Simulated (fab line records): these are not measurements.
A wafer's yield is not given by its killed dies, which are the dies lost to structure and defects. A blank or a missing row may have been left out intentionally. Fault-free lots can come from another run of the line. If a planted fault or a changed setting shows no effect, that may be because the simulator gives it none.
Problem report, 8D (eight disciplines) form, completed by code	flow gf180mcu	the parts of the form that need people (team, actions taken, sign-off) are left out

1. WHAT WENT WRONG
Mean MVSD_RS at GF_VT_IMPLANT_RS_MEAS_46: 132.9 ohm/sq over 6 wafers in 2 lots; fault-free wafers: 456.2 ohm/sq, standard deviation 0.92. That is -99 or more standard deviations from the usual mean.
The step: measures by four-point-probe.
First seen on wafer L702.3, day 9 08:16, on film-metro-01. The record holds 42 wafers of 14 lots with a number at this step. By rule, "out" or "out of limits" means more than 4 standard deviations away from the usual mean. The rest of the wafers with a number are treated as sound.

2. WHAT IT IS, AND WHAT IT ISN'T
question	is	is not
which readings at this step	MVSD_RS	-
which lots	L702, L703	L696, L699, L701, L708, L709, L711, L712, L714, L715, L716, L717, L718
which wafers of those lots	all that have a number	-
read on which gauges	film-metro-01, film-metro-02	film-metro-04
when	from day 9 08:16	up to then (9 sound wafers); but 27 sound wafers of L708, L709, L711, L712, L714, L715, L716, L717, L718 came after

3. SUSPECTS, AND WHAT RULES EACH OUT
Counting: a tool at any process step up to the reading remains a suspect when it ran all the lots that are out and ran no sound lot after the first of those.
- the gauge at GF_VT_IMPLANT_RS_MEAS_46 has been ruled out. 2 gauges (film-metro-01, film-metro-02) read the wafers that are out.
- rtp-anneal-02 at GF_VT_IMPLANT_RTA_45 (time 30 s): ruled out as a lasting fault. The sound lots L709, L714, L716, L717, L718 went through it after L702, its earliest lot that is out (day 9 08:10).
Left after counting: nothing in the record.

4. THE CAUSE (what the simulator had put in)
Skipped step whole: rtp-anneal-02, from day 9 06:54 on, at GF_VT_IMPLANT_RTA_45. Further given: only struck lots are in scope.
The count ruled it out by mistake, since the rule takes a fault to strike every lot its tool runs from the start of the fault on, and this one did not do so.

5. SEQUENCE OF EFFECTS, ordered by route
One row per reading whose mean, taken over the struck wafers that have a number, lies over 3 standard deviations from the usual. Scope: only readings with a usual standard deviation given in the record; hours: median across lots of the time from each lot's start at the first step in this table that gives one to its start at this step; sigmas: change in usual standard deviations.
hours	step	reading	usual	on struck wafers	change	sigmas
0	GF_VT_IMPLANT_RS_MEAS_46	MVSD_RS	456.2 ohm/sq	132.9	-323.3	-99 or more
0	GF_VT_IMPLANT_RS_MEAS_47	NWELL_RS	487.7 ohm/sq	132.9	-354.8	-99 or more
0	GF_VT_IMPLANT_RS_MEAS_48	LVPWELL_RS	1196 ohm/sq	133	-1063	-99 or more
Readings that are blank on the struck wafers while sound wafers have them: anneal-temp-c-max at GF_VT_IMPLANT_RTA_45; chamber-o2-ppm at GF_VT_IMPLANT_RTA_45; lamp-power-pct at GF_VT_IMPLANT_RTA_45; wafer_temp_C_max at GF_VT_IMPLANT_RTA_45.

6. WHAT WOULD HAVE CAUGHT IT SOONER
In this record the first reading out of limits at a measuring or inspecting step was taken at day 9 08:16, 1 hour after the fault began at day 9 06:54.
At GF_VT_IMPLANT_RTA_45 the tool's readings are blank on the struck wafers, where sound wafers have them: an empty tool record is the first sign, and it was there at once.
